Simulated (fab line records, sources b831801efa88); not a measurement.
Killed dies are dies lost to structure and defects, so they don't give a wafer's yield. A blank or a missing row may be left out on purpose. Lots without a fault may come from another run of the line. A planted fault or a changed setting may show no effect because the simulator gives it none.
A struck lot beside a sound one | flow sky130 | 15 steps out of a route of 708
Sound: wafers L901.1, L901.4, L901.5. Struck: wafers L905.2, L905.3, L905.4. The cause comes at the end.
At each step with rows: each side's tool, then ch and its chambers, then its first start. Under that, the readings that differ: sound wafers | struck wafers | difference of the means | sigmas: that difference in standard deviations of wafers without a fault.
alike: readings whose means differ by less than 2 such deviations, and words and numbers that are the same on both sides. not compared: withheld readings, readings that some wafer has no value for, bounds like >300 that may hide the same value, and numbers for which the record gives no deviation and whose values overlap.
The two part at a step that has a row with sigmas, a row that says differs or no value, or rows on one side only. Numbers that don't overlap but have no deviation are shown without sigmas and don't part them. A reading that every wafer of one side lacks parts them only if that side has two wafers or more.

first, 6 steps without rows for these wafers: SKY_GATE_OXIDE_HMDS_04 (prime time 60 s); SKY_GATE_OXIDE_COAT_05 (resist thk 1140 nm); SKY_GATE_OXIDE_SOFTBAKE_06 (time 60 s); SKY_GATE_OXIDE_EXPOSE_07 (exposes mask LVOM, target cd 600 nm); SKY_GATE_OXIDE_PEB_08; SKY_GATE_OXIDE_DEVELOP_09 (develop time 60 s).
SKY_GATE_OXIDE_OVL_MEAS_10:
  sound on overlay-01, day 14 15:43; struck on overlay-02, day 16 08:07
  alike: GATE_OXIDE_OVL
then, 2 steps without rows for these wafers: SKY_GATE_OXIDE_IMPLANT_11; SKY_GATE_OXIDE_WET_ETCH_12 (etches SiO2 in dHF, target depth 16.8 nm, time 336 s).
SKY_GATE_OXIDE_STRIP_13: strips in O2/N2.
  sound on plasma_asher-03 ch 0,1, day 14 16:07; struck on plasma_asher-01 ch 0,1, day 16 08:24
  reading                     | sound       | struck      | difference | sigmas
  drypump_motor_current_A (A) | 6.5 6.4 5.4 | 5.1 5.1 5.1 | -1.0       | -2
  alike: oes_product_au, strip_time_to_endpoint_s
  not compared: rf_hours_counter_h
SKY_GATE_OXIDE_TW_MEAS_14:
  sound on film_metro-02, day 14 16:13; struck on film_metro-03, day 16 08:31
  alike: GATE_OXIDE_TW
then, 1 step without rows for these wafers: SKY_GATE_OXIDE_CLEAN_15 (cleans in SC1/SC2, time 150 s).
-- the record jumps here: 5 days lie between the struck wafers' starts before and after --
SKY_GATE_OXIDE_OXIDATION_16: stabilise 600 s, purge 300 s, target thk 3.57 nm.
  sound on furnace-02 ch 0, day 14 16:23; struck on furnace-01 ch 0, day 21 09:33
  reading                   | sound          | struck         | difference | sigmas
  zone_power_centre_pct (%) | 13.9 13.9 13.9 | 16.7 16.7 16.5 | +2.7       | +2
  alike: ramp_up_c_per_min, zone_power_lower_pct
then, 1 step without rows for these wafers: SKY_POLY_GATE_CVD_00 (deposits poly-Si, target thk 180 nm, time 720 s).
-- the record jumps here: 31 days lie between the struck wafers' starts before and after (it left off in module POLY_GATE and takes up again in module PAD_OPEN, whose first step shown is number 708 of the route) --
SKY_PAD_OPEN_PROBE_99:
  sound on prober-02, day 46 03:20; struck on prober-02, day 52 13:26
  reading                                  | sound             | struck            | difference | sigmas
  model.etest.cap_thin_oxide.gate_bv_v (V) | 7.191 7.118 7.117 | 6.356 6.306 6.303 | -0.820     |
  alike: killed_at_M0_to_M3, killed_at_M4_up, killed_at_contacts, killed_at_front_end, killed_at_other, killed_dies, killed_open, killed_short

WHERE THEY PART
First at SKY_GATE_OXIDE_STRIP_13; last, within this record, at SKY_GATE_OXIDE_OXIDATION_16. Later steps at which nothing parts them and some readings are alike: SKY_PAD_OPEN_PROBE_99.

WHY: what the simulator had put in
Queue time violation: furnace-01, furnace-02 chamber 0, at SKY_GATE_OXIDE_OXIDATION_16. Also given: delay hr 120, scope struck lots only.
